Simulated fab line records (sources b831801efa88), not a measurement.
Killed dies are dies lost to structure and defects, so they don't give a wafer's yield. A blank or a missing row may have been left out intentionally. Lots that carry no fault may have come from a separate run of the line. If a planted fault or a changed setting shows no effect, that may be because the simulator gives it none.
Problem report, 8D (eight disciplines) form, completed by code / flow sky130 / the parts of the form that need people (team, actions taken, sign-off) are left out

## 1. THE ISSUE
Wafers without a fault read 0.2, standard deviation 0.44; killed_at_other at SKY_PAD_OPEN_PROBE_99 reads a mean of 47.2 on 6 wafers belonging to 2 lots. That is +99 or more standard deviations from the usual mean.
First observed at day 49 15:24: wafer L206.1, on prober-01. At this step, 36 wafers from 12 lots have a number in the record. Rule for "out", or "out of limits": more than 4 standard deviations from the usual mean. The rest of the wafers with a number are treated as sound.

## 2. WHAT IT IS, WHAT IT ISN'T
question=which readings at this step | is=killed_at_other | is not=killed_at_M0_to_M3, killed_at_M4_up, killed_at_contacts, killed_at_front_end, killed_open, sort_bin_6_memory
question=which lots | is=L206, L210 | is not=L192, L193, L195, L196, L198, L199, L209, L212, L213, L214
question=which wafers of those lots | is=all that have a number | is not=-
question=read on which tools | is=prober-01, prober-02 | is not=-
question=when | is=from day 49 15:24 | is not=up to then (18 sound wafers); but 12 sound wafers of L209, L212, L213, L214 came after

## 3. THE SUSPECTS, EACH WITH WHAT RULES IT OUT
Counting: any tool at a process step up to the reading is kept as a suspect provided that every lot that is out went through it and no sound lot did after the first of them.
- rie_metal-02 at SKY_CAP2M_METAL_ETCH_13 (etches TiN in Cl2/BCl3, stops on SiO2, target depth 220 nm, time 62.9 s): kept. Every lot that is out went through it, starting with L206 (day 45 04:18), and after that it ran no sound lot; the last sound lot it ran before then is L198 (day 42 22:31).
The count leaves rie_metal-02 at SKY_CAP2M_METAL_ETCH_13.

## 4. THE CAUSE (what the simulator had put in)
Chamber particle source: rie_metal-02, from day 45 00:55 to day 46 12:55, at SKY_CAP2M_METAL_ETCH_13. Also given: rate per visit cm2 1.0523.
Counting left only this tool.

## 5. SEQUENCE OF EFFECTS, ordered by route
One row per reading whose mean, taken over the struck wafers that have a number, lies over 3 standard deviations from the usual. Only readings whose record carries a usual standard deviation are examined. hours: median over the lots of the time between each lot's start at the first step of this table that gives one and its start at this step. sigmas: the change, counted in usual standard deviations.
hours=0; step=SKY_PAD_OPEN_PROBE_99; reading=defect_limited_yield; usual=82.2 %; on struck wafers=76.0; change=-6.2; sigmas=-3.1
hours=0; step=SKY_PAD_OPEN_PROBE_99; reading=killed_at_other; usual=0.2; on struck wafers=47.2; change=+47.0; sigmas=+99 or more
hours=0; step=SKY_PAD_OPEN_PROBE_99; reading=sort_bin_3_pad_short; usual=0.9 %; on struck wafers=2.6; change=+1.7; sigmas=+4.2
hours=0; step=SKY_PAD_OPEN_PROBE_99; reading=sort_bin_5_function; usual=10.6 %; on struck wafers=15.1; change=+4.5; sigmas=+3.0
hours=0; step=SKY_PAD_OPEN_PROBE_99; reading=sort_yield_pct; usual=82.2 %; on struck wafers=76.0; change=-6.2; sigmas=-3.1
Here are the process steps it includes:
- SKY_PAD_OPEN_PROBE_99

## 6. WHAT WOULD HAVE CAUGHT IT SOONER
In this record no reading fell out of limits until day 49 15:24, 110 hours after the fault had begun at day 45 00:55.
Of the tool readings at SKY_CAP2M_METAL_ETCH_13 for which the record gives a usual standard deviation, none was out on any struck wafer, so an alarm limit of 4 standard deviations on them would not have fired.
The start of SKY_CAP2M_METAL_ETCH_13 on rie_metal-02 came by day 49 15:24 for every one of the lots that are out (2). Tool hold at that time: it would have spared none of them.
